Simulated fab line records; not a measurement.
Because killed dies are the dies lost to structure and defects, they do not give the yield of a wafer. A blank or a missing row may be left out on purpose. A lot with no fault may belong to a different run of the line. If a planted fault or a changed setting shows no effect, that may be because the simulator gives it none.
Matching of chambers | flow sky130 | cmp-02 running SKY_VIA4_CMP_02: 4 sister chambers
The step polishes SiO2. 18 wafers are shown with their chamber, then 9 later ones without.

== WAFERS PAIRED WITH THEIR CHAMBERS ==
wafer  | chamber | motor current A (A) | head pressure psi (psi) | slurry filter dp kPa (kPa)
L570.1 | 3       | 14.3                | 4.002                   | 13.45
L570.2 | 2       | 13.0                | 4.002                   | 13.81
L570.6 | 3       | 14.0                | 4.012                   | 13.66
L571.1 | 0       | 12.7                | 4.010                   | 13.58
L571.2 | 1       | 13.5                | 3.996                   | 13.51
L571.6 | 2       | 12.1                | 3.993                   | 13.40
L576.1 | 0       | 12.4                | 3.994                   | 13.42
L576.4 | 2       | 12.7                | 4.010                   | 13.55
L576.6 | 1       | 13.8                | 3.993                   | 13.74
L581.1 | 2       | 13.2                | 4.020                   | 13.70
L581.3 | 0       | 12.3                | 4.001                   | 13.50
L581.6 | 2       | 13.6                | 4.010                   | 13.57
L583.1 | 1       | 13.1                | 3.994                   | 13.48
L583.5 | 2       | 12.2                | 3.990                   | 13.35
L583.6 | 3       | 14.6                | 3.999                   | 13.44
L585.2 | 2       | 13.2                | 4.005                   | 13.48
L585.3 | 1       | 13.3                | 3.994                   | 13.52
L585.5 | 2       | 12.5                | 4.010                   | 13.57

SIGNATURES (averages over the wafers above)
reading              | chamber 0 | chamber 1 | chamber 2 | chamber 3 | scatter within a chamber
motor current A      | 12.467    | 13.425    | 12.812    | 14.300    | 0.421
head pressure psi    | 4.00167   | 3.99425   | 4.00500   | 4.00433   | 0.00804
slurry filter dp kPa | 13.5000   | 13.5625   | 13.5538   | 13.5167   | 0.132
Rule: for each reading, subtract the chamber's mean from the wafer's reading, divide by that reading's scatter and square the result; add these up over the readings and take the root, which gives the wafer's distance from the chamber. The wafer belongs to the nearest chamber; if the next one is less than 2 further off, it can't be placed. The scatter is the square root of a quotient: the sum, over the shown wafers, of each reading's squared deviation from its chamber's mean, divided by wafers minus chambers.

== WAFERS WHOSE CHAMBER IS MISSING ==
wafer  | motor current A (A) | head pressure psi (psi) | slurry filter dp kPa (kPa)
L586.4 | 14.0                | 3.993                   | 13.55
L586.5 | 12.3                | 3.996                   | 13.46
L586.6 | 13.3                | 3.990                   | 13.32
L590.1 | 14.1                | 4.003                   | 13.28
L590.3 | 12.8                | 3.999                   | 13.66
L590.6 | 14.2                | 3.984                   | 13.21
L591.1 | 13.0                | 4.002                   | 13.61
L591.5 | 12.6                | 4.004                   | 13.47
L591.6 | 14.4                | 4.006                   | 13.36

== EACH ONE'S CHAMBER ==
wafer  | from the rows above               | in truth
L586.4 | can't be placed: 1 or 3 or 2      | 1
L586.5 | can't be placed: 0 or 2 or 1      | 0
L586.6 | can't be placed: 1 or 0 or 2 or 3 | 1
L590.1 | can't be placed: 3 or 1 or 2      | 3
L590.3 | can't be placed: 2 or 0 or 1      | 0
L590.6 | can't be placed: 3 or 1 or 2 or 0 | 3
L591.1 | can't be placed: 2 or 1 or 0      | 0
L591.5 | can't be placed: 0 or 2 or 1      | 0
L591.6 | can't be placed: 3 or 1           | 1
Placed correctly: 0 of 9. From these rows, 9 cannot be placed; in 9 the true chamber is one of the candidates. Placed wrongly: 0.
